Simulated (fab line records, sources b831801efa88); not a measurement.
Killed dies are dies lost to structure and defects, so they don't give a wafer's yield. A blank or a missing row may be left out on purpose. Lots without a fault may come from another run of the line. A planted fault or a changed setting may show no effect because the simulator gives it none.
fab line records | flow sfq_line
record lots=5 wafers=15 last_day=78
route steps=325 shown I4@170 JJ@178 M5@198 A5B@209 R5@225
lots that met no fault: from a run of the same line without faults
start_h: hours from the record's first day to the start of the lot's first wafer shown | wait_h: hours since the lot's step before | " the same as in the row above | L1.1+2: a row that stands for several wafers | - no value, or no start given | * or withheld: withheld | < > ~ a bound
route shown NAME@n: a module of which the file shows steps, and the number in the route of the first | usual: mean/standard deviation of fault-free wafers | same: alike in all rows | chamber/n: place in a boat | sites: the reading at each site | _std_site: their standard deviation | _edge_site: outer sites' mean less inner sites' | radius_mm: how far each site lies from the wafer's centre | mask NAME#n: copy n | behind: the tool/chamber that last shaped the wafer | hold: why the lot was held/for how many hours/how that ended | device: the transistor (n, p or np) that didn't switch | end of line: the same wafers' tests at the end of the route | a step without rows: its recipe alone | killed: dies lost to structure and defects at the first sort, not the wafer's yield | map: a wafer's dies, x killed, . not, _ none there
set.NAME: the setting as run; set.NAME@STEP: as run at that earlier step | model.NAME: the simulator's own value behind a step, which no gauge read
lots at some steps of the route; a table a step, a row a wafer
services: from which hour (start_h, from the record's first day; less than 0 if before it) a tool's chamber was out of use, for how many hours, and why
## steps
# step SFQ_TRILAYER_I4_VIA_LITHO_EXPOSE_104
# recipe mask_id=I4 na=0.6 source_shape=conventional sigma_outer=0.65 target_cd_nm=700 dose_mj=21.3
# step SFQ_TRILAYER_I4_VIA_LITHO_PEB_106
# recipe peb_temp_c=115 peb_time_s=60 resist=KrF
# step SFQ_TRILAYER_I4_VIA_LITHO_DEVELOP_105
# recipe time_s=60 resist=KrF
# step SFQ_I4_OVL_MEAS_928
# usual I4_OVL=1/5.2
# columns lot.wafer tool chamber start_h wait_h I4_OVL[nm]
L796.3 overlay-02 - 937.73 0.1 -1
L796.4 " - " " 1
L796.5 " - " " 4
L805.3 overlay-02 - 1037.43 0.1 6
L805.4 " - " " 11
L805.5 " - " " 6
L816.2 overlay-02 - 1129.17 0.1 6
L816.5 " - " " -5
L816.6 " - " " -5
L817.2 overlay-02 - 1130.37 0.1 4
L817.3 " - " " 4
L817.6 " - " " 5
L818.1 overlay-02 - 1131.57 0.1 2
L818.2 " - " " 3
L818.5 " - " " -4
# step SFQ_TRILAYER_I4_VIA_BARC_OPEN_VIA_ETCH_146
# recipe mask_material=PR chemistry=O2 target_depth_nm=125 target=BARC source_w=500 bias_w=80 pressure_mtorr=30 time_s=41.7
# step SFQ_TRILAYER_I4_VIA_ETCH_VIA_ETCH_106
# recipe target=SiO2 stop_on=Nb mask_material=PR taper_deg=20 chemistry=CHF3 target_depth_nm=260 source_w=500 bias_w=80 pressure_mtorr=30 time_s=withheld
# step SFQ_TRILAYER_I4_VIA_STRIP_STRIP_107
# recipe gas=O2 power_w=200 platen_temp_c=40 overash_fraction=0.65 chemistry=O2 pressure_mtorr=50
# step SFQ_TRILAYER_I4_VIA_STRIP_SOLV_CLEAN_108
# recipe chemistry=NMP temp_c=70 time_s=600
# step SFQ_TRILAYER_JJ_TRILAYER_DEP_PRE_CLEAN_113
# recipe gas=Ar time_s=22.5 bias_v=250
# step SFQ_TRILAYER_JJ_TRILAYER_DEP_SPUTTER_109
# recipe material=Nb base_pressure_pa=1.33e-06 chamber_pressure_pa=0.1333 substrate_temp_c=20 target_thk_nm=150 power_w=2000 time_s=100
# usual throttle_valve_pct=29.8/0.61
# columns lot.wafer tool chamber start_h wait_h throttle_valve_pct
L796.3 pvd_sputter-05 - 938.72 0.0 29.3
L796.4 " - " " 29.9
L796.5 " - " " 29.8
L805.3 pvd_sputter-03 - 1038.42 0.0 31.2
L805.4 " - " " 29.7
L805.5 " - " " 30.0
L816.2 pvd_sputter-06 - 1130.16 0.0 29.7
L816.5 " - " " 28.1
L816.6 " - " " 29.6
L817.2 pvd_sputter-03 - 1131.37 0.0 31.2
L817.3 " - " " 30.6
L817.6 " - " " 30.8
L818.1 pvd_sputter-05 - 1132.56 0.0 29.9
L818.2 " - " " 29.3
L818.5 " - " " 29.7
# step SFQ_TRILAYER_JJ_TRILAYER_DEP_SPUTTER_110
# recipe material=Al base_pressure_pa=1.33e-06 target_thk_nm=8 power_w=500 time_s=10 chamber_pressure_pa=0.4
# step SFQ_TRILAYER_JJ_TRILAYER_DEP_AL_OXIDATION_111
# recipe pressure_mbar=0.014667 oxidation_time_s=600 temperature_k=293
# step SFQ_TRILAYER_JJ_TRILAYER_DEP_SPUTTER_112
# recipe material=Nb base_pressure_pa=1.33e-06 chamber_pressure_pa=0.1333 substrate_temp_c=20 target_thk_nm=170 power_w=2000 time_s=113.3
# usual throttle_valve_pct=29.8/0.66
# columns lot.wafer tool chamber start_h wait_h throttle_valve_pct model.Nb_of_TRILAYER_JJ_TRILAYER_DEP_SPUTTER_112.thk_nm
L796.3 pvd_sputter-05 - 939.95 0.6 29.6 168.5
L796.4 " - " " 29.7 169.1
L796.5 " - " " 30.3 169
L805.3 pvd_sputter-03 - 1039.51 0.5 30.8 122.7
L805.4 " - " " 29.8 174
L805.5 " - " " 30.0 169.9
L816.2 pvd_sputter-06 - 1131.25 0.5 30.0 166.9
L816.5 " - " " 28.4 170.3
L816.6 " - " " 29.8 168
L817.2 pvd_sputter-03 - 1132.47 0.5 31.5 166.3
L817.3 " - " " 31.0 166.5
L817.6 " - " " 31.0 167.3
L818.1 pvd_sputter-05 - 1133.65 0.5 30.0 172.9
L818.2 " - " " 29.3 169.2
L818.5 " - " " 29.5 169.1
# step SFQ_JJ_RS_MEAS_929
# recipe thk_meas_gauge=four-point-probe reads=Nb_of_TRILAYER_JJ_TRILAYER_DEP_SPUTTER_112
# usual JJ_NB_RS=1.053/0.015
# columns lot.wafer tool chamber start_h wait_h JJ_NB_RS[ohm/sq]
L796.3 film_metro-03 - 940.08 0.1 1.059
L796.4 " - " " 1.056
L796.5 " - " " 1.057
L805.3 film_metro-04 - 1039.63 0.1 1.460
L805.4 " - " " 1.026
L805.5 " - " " 1.048
L816.2 film_metro-03 - 1131.35 0.1 1.067
L816.5 " - " " 1.047
L816.6 " - " " 1.062
L817.2 film_metro-04 - 1132.57 0.1 1.071
L817.3 " - " " 1.069
L817.6 " - " " 1.066
L818.1 film_metro-02 - 1133.73 0.0 1.032
L818.2 " - " " 1.053
L818.5 " - " " 1.054
# step SFQ_TRILAYER_JJ_CE_LITHO_COAT_119
# recipe resist=BARC spin_rpm=3000 resist_thk_nm=62
# step SFQ_TRILAYER_JJ_CE_LITHO_COAT_114
# recipe resist=KrF spin_rpm=3000 resist_thk_nm=600
# step SFQ_TRILAYER_JJ_CE_LITHO_SOFTBAKE_118
# recipe temp_c=withheld time_s=withheld resist=KrF
# step SFQ_TRILAYER_JJ_CE_LITHO_EXPOSE_115
# recipe mask_id=J5 na=0.6 source_shape=conventional sigma_outer=0.65 target_cd_nm=700 dose_mj=14.4
# step SFQ_TRILAYER_JJ_CE_LITHO_PEB_117
# recipe peb_temp_c=115 peb_time_s=60 resist=KrF
# step SFQ_TRILAYER_JJ_CE_LITHO_DEVELOP_116
# recipe time_s=60 resist=KrF
# step SFQ_JJ_OVL_MEAS_931
# usual J5_OVL=-2/5.2
# columns lot.wafer tool chamber start_h wait_h J5_OVL[nm]
L796.3 overlay-02 - 1010.93 0.1 -1
L796.4 " - " " -5
L796.5 " - " " 1
L805.3 overlay-01 - 1114.78 0.1 -8
L805.4 " - " " -3
L805.5 " - " " -2
L816.2 overlay-02 - 1180.77 0.1 0
L816.5 " - " " -5
L816.6 " - " " 0
L817.2 overlay-02 - 1183.17 0.1 -13
L817.3 " - " " -10
L817.6 " - " " -8
L818.1 overlay-02 - 1184.37 0.1 -1
L818.2 " - " " 2
L818.5 " - " " -1
# step SFQ_TRILAYER_JJ_CE_METRO_MEASURE_117
# step SFQ_TRILAYER_JJ_CE_BARC_OPEN_RIE_150
# recipe mask_material=PR chemistry=O2 target_depth_nm=240 target=BARC icp_w=600 bias_w=80 pressure_mtorr=10 time_s=80
# usual drypump_motor_current_A=6.18/0.24 oes_product_au=0.538/0.0044
# columns lot.wafer tool chamber start_h wait_h drypump_motor_current_A oes_product_au rf_hours_counter_h
L796.3 rie_metal-04 1 1012.22 0.7 6.09 0.539 -
L796.4 " 1 " " 6.07 0.543 -
L796.5 " 1 " " 6.09 0.534 -
L805.3 rie_metal-01 0 1116.06 0.7 6.19 0.541 -
L805.4 " 0 " " 6.19 0.537 -
L805.5 " 0 " " 6.22 0.529 -
L816.2 rie_metal-04 0 1182.00 0.8 5.82 0.542 29
L816.5 " 1 " " 6.05 0.535 -
L816.6 " 0 " " 5.83 0.536 -
L817.2 rie_metal-04 0 1184.40 0.8 5.81 0.531 29
L817.3 " 0 " " 5.82 0.534 -
L817.6 " 0 " " 5.83 0.531 -
L818.1 rie_metal-04 0 1185.60 1.0 5.84 0.539 30
L818.2 " 1 " " 6.09 0.542 61
L818.5 " 1 " " 6.09 0.539 -
# step SFQ_TRILAYER_JJ_CE_ETCH_RIE_118
# recipe target=Nb stop_on=Al2O3 mask_material=PR taper_deg=13.257 over_etch_frac=0.15 time_s=97.7 chemistry=SF6 target_depth_nm=170 icp_w=600 bias_w=80 pressure_mtorr=10
# usual drypump_motor_current_A=6.17/0.24 oes_product_au=0.983/0.01
# columns lot.wafer tool chamber start_h wait_h drypump_motor_current_A oes_product_au rf_hours_counter_h
L796.3 rie_metal-04 1 1012.41 0.2 6.07 0.989 -
L796.4 " 1 " " 6.09 0.973 -
L796.5 " 1 " " 6.08 0.966 -
L805.3 rie_metal-01 0 1116.26 0.2 6.20 0.825 -
L805.4 " 0 " " 6.18 0.984 -
L805.5 " 0 " " 6.17 0.990 -
L816.2 rie_metal-04 0 1182.09 0.1 5.87 0.978 29
L816.5 " 1 " " 6.09 0.983 -
L816.6 " 0 " " 5.84 0.989 -
L817.2 rie_metal-04 0 1184.49 0.1 5.86 0.972 29
L817.3 " 0 " " 5.82 0.979 -
L817.6 " 0 " " 5.84 0.972 -
L818.1 rie_metal-04 0 1185.69 0.1 5.86 0.984 30
L818.2 " 1 " " 6.09 0.974 61
L818.5 " 1 " " 6.10 0.972 -
# step SFQ_TRILAYER_JJ_ANODIZE_ANODIZE_119
# recipe current_density_ma_cm2=withheld end_current_density_ma_cm2=withheld bath_temp_c=withheld
# step SFQ_TRILAYER_JJ_CE_STRIP_STRIP_120
# recipe gas=O2 power_w=200 platen_temp_c=40 overash_fraction=0.65 chemistry=O2 pressure_mtorr=50
# usual drypump_motor_current_A=6.20/0.27 oes_product_au=0.994/0.014
# columns lot.wafer tool chamber start_h wait_h drypump_motor_current_A oes_product_au rf_hours_counter_h
L796.3 rie_metal-01 1 1013.45 0.4 6.33 0.997 -
L796.4 " 1 " " 6.35 1.001 -
L796.5 " 1 " " 6.33 1.003 -
L805.3 rie_metal-03 1 1117.10 0.2 6.60 0.989 -
L805.4 " 0 " " 5.88 1.023 -
L805.5 " 0 " " 5.93 1.021 -
L816.2 rie_metal-03 1 1182.70 0.0 6.59 1.005 155
L816.5 " 0 " " 5.90 1.014 -
L816.6 " 1 " " 6.56 1.009 -
L817.2 rie_metal-03 1 1185.10 0.0 6.60 1.002 155
L817.3 " 0 " " 5.94 1.010 -
L817.6 " 1 " " 6.60 1.008 -
L818.1 rie_metal-03 1 1186.30 0.0 6.63 0.989 156
L818.2 " 0 " " 5.93 1.004 24
L818.5 " 1 " " 6.62 0.999 -
# step SFQ_TRILAYER_JJ_CE_STRIP_SOLV_CLEAN_121
# recipe chemistry=NMP temp_c=70 time_s=600
# step SFQ_TRILAYER_M5_LITHO_COAT_128
# recipe resist=BARC spin_rpm=3000 resist_thk_nm=62
# step SFQ_TRILAYER_M5_LITHO_COAT_123
# recipe resist=KrF spin_rpm=3000 resist_thk_nm=600
# step SFQ_TRILAYER_M5_LITHO_SOFTBAKE_127
# recipe temp_c=withheld time_s=withheld resist=KrF
# step SFQ_TRILAYER_M5_LITHO_EXPOSE_124
# recipe mask_id=M5 na=0.6 source_shape=conventional sigma_outer=0.65 target_cd_nm=700 dose_mj=14.4
# step SFQ_TRILAYER_M5_LITHO_PEB_126
# recipe peb_temp_c=115 peb_time_s=60 resist=KrF
# step SFQ_TRILAYER_M5_LITHO_DEVELOP_125
# recipe time_s=60 resist=KrF
# step SFQ_M5_OVL_MEAS_932
# usual M5_OVL=0/5.2
# columns lot.wafer tool chamber start_h wait_h M5_OVL[nm]
L796.3 overlay-01 - 1057.46 0.1 2
L796.4 " - " " 1
L796.5 " - " " -1
L805.3 overlay-01 - 1164.26 0.1 -3
L805.4 " - " " 0
L805.5 " - " " 5
L816.2 overlay-01 - 1241.20 0.1 2
L816.5 " - " " -1
L816.6 " - " " 0
L817.2 overlay-01 - 1242.40 0.1 -3
L817.3 " - " " -9
L817.6 " - " " 0
L818.1 overlay-01 - 1244.80 0.1 0
L818.2 " - " " -7
L818.5 " - " " -4
# step SFQ_TRILAYER_M5_BARC_OPEN_METAL_ETCH_161
# recipe mask_material=PR chemistry=O2 target_depth_nm=125 target=BARC icp_w=600 bias_w=80 pressure_mtorr=10 time_s=41.7
# step SFQ_TRILAYER_M5_ETCH_METAL_ETCH_126
# recipe target=Nb stop_on=SiO2 mask_material=PR over_etch_frac=0.15 time_s=203.2 chemistry=Cl2/BCl3 target_depth_nm=265 icp_w=600 bias_w=80 pressure_mtorr=10
# step SFQ_TRILAYER_M5_STRIP_STRIP_127
# recipe gas=O2 power_w=200 platen_temp_c=40 overash_fraction=0.65 chemistry=O2 pressure_mtorr=50
# usual drypump_motor_current_A=6.0/0.34 oes_product_au=1.004/0.011
# columns lot.wafer tool chamber start_h wait_h drypump_motor_current_A oes_product_au rf_hours_counter_h
L796.3 rie_metal-01 1 1057.94 0.3 6.3 1.003 -
L796.4 " 0 " " 6.2 0.989 -
L796.5 " 0 " " 6.2 0.993 -
L805.3 rie_metal-01 0 1164.74 0.3 6.2 0.989 -
L805.4 " 1 " " 6.3 1.005 -
L805.5 " 1 " " 6.3 1.006 -
L816.2 rie_metal-03 0 1241.94 0.5 5.9 1.018 -
L816.5 " 0 " " 5.9 1.026 -
L816.6 " 0 " " 5.9 1.016 -
L817.2 rie_metal-01 1 1242.69 0.1 6.3 1.004 20
L817.3 " 1 " " 6.3 1.008 -
L817.6 " 0 " " 6.2 0.996 -
L818.1 rie_metal-01 0 1245.09 0.1 6.2 0.995 42
L818.2 " 1 " " 6.3 1.008 21
L818.5 " 1 " " 6.4 1.002 -
# step SFQ_TRILAYER_M5_STRIP_SOLV_CLEAN_128
# recipe chemistry=NMP temp_c=70 time_s=600
# step SFQ_TRILAYER_A5B_DEP_PECVD_129
# recipe material=SiO2 temp_c=150 time_s=133.33 pressure_torr=2.4 rf_w=183.3 precursor=SiH4/N2O target_thk_nm=600
# step SFQ_TRILAYER_A5B_CMP_CMP_130
# recipe stop_on=Nb down_force_psi=3 platen_rpm=60 target_thk_nm=340.7
# usual motor_current_A=10.8/1 slurry_filter_dp_kPa=13.51/0.13
# columns lot.wafer tool chamber start_h wait_h motor_current_A slurry_filter_dp_kPa
L796.3 cmp-01 3 1126.20 67.6 10.9 13.96
L796.4 " 1 1127.20 68.6 13.1 13.63
L796.5 " 0 1128.70 70.1 10.8 13.39
L805.3 cmp-01 1 1228.38 63.0 12.4 13.09
L805.4 " 0 1229.88 64.5 10.4 13.44
L805.5 " 2 1230.88 65.5 11.1 13.35
L816.2 cmp-02 2 1295.22 52.1 9.7 13.57
L816.6 " 1 1296.72 53.5 9.3 13.46
L816.5 " 2 " " 9.8 13.54
L817.2 cmp-01 1 1296.56 52.9 12.9 13.52
L817.3 " 2 " " 10.3 13.52
L817.6 " 3 " " 11.5 13.43
L818.2 cmp-01 1 1298.56 52.5 13.0 13.69
L818.1 " 3 1299.56 53.5 11.2 13.24
L818.5 " 2 1301.06 54.9 11.3 13.55
# step SFQ_TRILAYER_A5B_METRO_MEASURE_131
# step SFQ_TRILAYER_R5_ETCH_METAL_ETCH_139
# recipe stop_on=SiO2 mask_material=PR chemistry=Cl2 target_depth_nm=60 icp_w=600 bias_w=80 pressure_mtorr=10 time_s=40
# usual drypump_motor_current_A=6.01/0.27 oes_product_au=0.986/0.009
# columns lot.wafer tool chamber start_h wait_h drypump_motor_current_A oes_product_au rf_hours_counter_h model.Nb_of_TRILAYER_JJ_TRILAYER_DEP_SPUTTER_112.thk_nm
L796.3 rie_metal-04 1 1179.68 0.0 6.07 0.971 - 159
L796.4 " 0 " " 5.81 0.967 - 159.5
L796.5 " 1 " " 6.08 0.967 - 159.4
L805.3 rie_metal-01 0 1287.13 0.0 6.19 0.986 - 112.8
L805.4 " 1 " " 6.35 0.983 - 164.1
L805.5 " 0 " " 6.20 0.989 - 160
L816.2 rie_metal-01 1 1357.46 0.0 6.32 0.993 42 157
L816.5 " 0 " " 6.18 0.986 - 160.5
L816.6 " 1 " " 6.33 0.984 - 158.2
L817.2 rie_metal-01 0 1359.86 0.0 6.21 0.989 64 156.4
L817.3 " 1 " " 6.28 0.994 - 156.4
L817.6 " 1 " " 6.33 0.986 - 157.2
L818.1 rie_metal-01 1 1363.46 0.0 6.37 0.995 43 162.7
L818.2 " 0 " " 6.23 1.001 65 159.3
L818.5 " 0 " " 6.18 0.986 - 159.2
## services
# columns tool chamber start_h hours kind
cmp-01 - 919.88 4.0 pm
rie_metal-03 - 923.14 0.3 repair
pvd_sputter-03 - 926.88 26.7 repair
pvd_sputter-06 - 952.90 5.7 repair
rie_metal-04 1 980.50 10.8 repair
cmp-01 - 993.30 0.4 repair
pvd_sputter-05 - 1006.07 26.3 repair
rie_metal-04 - 1066.67 2.8 pm
rie_metal-03 - 1077.54 2.8 pm
cmp-01 - 1097.88 5.6 pm
cmp-01 - 1107.72 3.5 repair
pvd_sputter-05 - 1108.72 1.8 repair
cmp-01 - 1175.86 10.5 repair
pvd_sputter-05 - 1226.58 5.2 repair
rie_metal-01 - 1229.24 0.1 repair
rie_metal-01 0 1229.78 2.9 repair
cmp-01 - 1240.76 0.5 repair
rie_metal-04 1 1253.12 11.3 repair
cmp-01 - 1261.38 4.0 pm
pvd_sputter-05 - 1261.54 3.7 repair
rie_metal-03 1 1286.99 6.8 repair
pvd_sputter-05 - 1291.68 5.0 repair
cmp-01 - 1304.11 0.5 repair
cmp-01 - 1336.51 2.5 repair
## key
first_sign step=SFQ_JJ_RS_MEAS_929 reading=JJ_NB_RS direction=up sigmas=28 usual=1.053 struck=1.460
effect step=SFQ_TRILAYER_JJ_CE_ETCH_RIE_118 reading=oes_product_au direction=down sigmas=16 usual=0.983 struck=0.825
model_effect step=SFQ_TRILAYER_JJ_TRILAYER_DEP_SPUTTER_112 value=Nb_of_TRILAYER_JJ_TRILAYER_DEP_SPUTTER_112.thk_nm without=166.7 struck=122.7
model_effect step=SFQ_TRILAYER_R5_ETCH_METAL_ETCH_139 value=Nb_of_TRILAYER_JJ_TRILAYER_DEP_SPUTTER_112.thk_nm without=156.8 struck=112.8
met_at SFQ_TRILAYER_JJ_TRILAYER_DEP_SPUTTER_112
struck_wafers L805.3
fault kind=process_parameter_drift tool=pvd_sputter-03 chamber=- onset_h=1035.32 steps=SFQ_TRILAYER_JJ_TRILAYER_DEP_SPUTTER_112 channel=target_thk_nm offset=-43.983 shape=step end_h=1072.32 scope=struck_wafers_only acts_in=these_recipes_only stated=170
